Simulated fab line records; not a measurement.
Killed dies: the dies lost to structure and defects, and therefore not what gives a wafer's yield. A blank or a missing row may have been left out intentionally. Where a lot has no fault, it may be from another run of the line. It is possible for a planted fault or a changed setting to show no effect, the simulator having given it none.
Which tool was responsible? | flow sky130 | 36 wafers from 12 lots sampled at 2 of the route's 708 steps

WHAT THE GAUGES SHOWED, per wafer
SKY_METAL2_RS_MEAS_05: a four-point-probe measurement.
lot  | measured     | on            | METAL2_ALCU_RS (ohm/sq)
L075 | day 33 17:41 | film-metro-02 | 0.1288 0.1302 0.1300
L077 | day 34 14:31 | film-metro-04 | 0.1262 0.1275 0.1258
L079 | day 35 21:59 | film-metro-02 | 0.1286 0.1268 0.1273
L081 | day 36 09:10 | film-metro-04 | 0.1280 0.1272 0.1275
L083 | day 37 03:08 | film-metro-02 | 0.1285 0.1297 0.1287
L084 | day 38 03:24 | film-metro-04 | 0.1271 0.1279 0.1267
L086 | day 38 14:26 | film-metro-02 | 0.1296 0.1308 0.1300
L090 | day 39 03:43 | film-metro-02 | 0.1251 0.1243 0.1255
L091 | day 39 07:19 | film-metro-01 | 0.1284 0.1272 0.1294
L092 | day 40 01:11 | film-metro-02 | 0.1278 0.1279 0.1288
L095 | day 40 10:58 | film-metro-02 | 0.1247 0.1276 0.1271
L097 | day 41 00:15 | film-metro-04 | 0.1289 0.1277 0.1277

EACH LOT AND THE TOOL THAT RAN IT (in order: tool; ch and the chambers of the sampled wafers; start)
lot  | SKY_METAL2_SPUTTER_02
L075 | pvd-sputter-03, day 33 17:35
L077 | pvd-sputter-02, day 34 14:25
L079 | pvd-sputter-01, day 35 21:53
L081 | pvd-sputter-01, day 36 09:03
L083 | pvd-sputter-03, day 37 03:01
L084 | pvd-sputter-03, day 38 03:16
L086 | pvd-sputter-03, day 38 14:20
L090 | pvd-sputter-02, day 39 03:38
L091 | pvd-sputter-03, day 39 07:13
L092 | pvd-sputter-03, day 40 01:06
L095 | pvd-sputter-02, day 40 10:53
L097 | pvd-sputter-01, day 41 00:10
- SKY_METAL2_SPUTTER_02: material AlCu, target thk 250 nm, time 13.3 s.

THE ANSWER, worked out from the rows above alone
Rule: the lots themselves supply what counts as usual. Put in order of their means at a reading, lots are off if they are a third of the lots or fewer, leave a main group of 4 or more, and stand apart from it by a gap of 3 or more times the standard deviation of the main group's means; of several such gaps the widest counts. A main group is skipped when, at the precision printed for the reading in the tables above, its means are all equal. A lot without any number at a reading at which 4 lots or more have one is off too. The other lots that the step has rows for count as sound.
Across all readings shown, no lot is off: no conclusion can be drawn from this.

WHAT THE SIMULATOR HAD PUT IN
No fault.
